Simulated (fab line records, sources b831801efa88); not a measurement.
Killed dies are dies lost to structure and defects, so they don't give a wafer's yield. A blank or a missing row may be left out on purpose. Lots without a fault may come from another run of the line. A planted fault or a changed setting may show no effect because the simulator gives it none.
Problem report in the 8D (eight disciplines) form, filled by code | flow sky130 | the parts of the form that need people (team, actions taken, sign-off) are left out

1. THE PROBLEM
developer_temp_C at SKY_NWELL_DEVELOP_22 reads a mean of 25.30 C on 6 wafers of 2 lots; wafers without a fault read 23.01 C with a standard deviation of 0.11. That is +21 standard deviations from the usual mean.
The step: develop time 60 s.
First seen on wafer L204.3, day 8 15:00, on litho_track-01. The record holds 42 wafers of 14 lots with a number at this step. Rule for "out", or "out of limits": more than 4 standard deviations from the usual mean. The other wafers with a number count as sound.

2. WHAT IT IS AND WHAT IT IS NOT
question                    | is                     | is not
which readings at this step | developer_temp_C       | -
which lots                  | L204, L205             | L191, L192, L193, L194, L195, L196, L197, L200, L208, L209, L211, L212
which wafers of those lots  | all that have a number | -
read on which tools         | litho_track-01         | litho_track-02, litho_track-03
when                        | from day 8 15:00       | up to then (24 sound wafers); but 12 sound wafers of L208, L209, L211, L212 came after

3. SUSPECTS, AND WHAT RULES EACH OUT
Counting: a tool at a process step up to the reading stays a suspect if it ran every lot that is out and no sound lot after the first of them.
- litho_track-01 at SKY_NWELL_DEVELOP_22 (develop time 60 s): kept. It ran every lot that is out, first L204 (day 8 15:00), and no sound lot after that; its last sound lot up to then is L196 (day 6 20:00). Its own readings are out on those wafers: developer_temp_C.
Left after counting: litho_track-01 at SKY_NWELL_DEVELOP_22.

4. THE CAUSE (what the simulator had put in)
Process parameter drift: litho_track-01, from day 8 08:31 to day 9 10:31, at SKY_NWELL_DEVELOP_22. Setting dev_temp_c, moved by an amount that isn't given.
Counting left only this tool.

5. THE CHAIN OF EFFECTS, in route order
Each row: a reading whose mean over the struck wafers that have a number lies more than 3 standard deviations from the usual. Only readings for which the record gives a usual standard deviation are gone through. hours: the time from each lot's start at the first step in this table that gives one to its start at this step, as a median over the lots. sigmas: the change in usual standard deviations.
hours | step                 | reading          | usual   | on struck wafers | change | sigmas
0     | SKY_NWELL_DEVELOP_22 | developer_temp_C | 23.01 C | 25.30            | +2.29  | +21
The process steps in it:
- SKY_NWELL_DEVELOP_22: develop time 60 s.

6. WHAT WOULD HAVE CAUGHT IT SOONER
In this record the first reading out of limits was taken at day 8 15:00, 6 hours after the fault began at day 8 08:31.
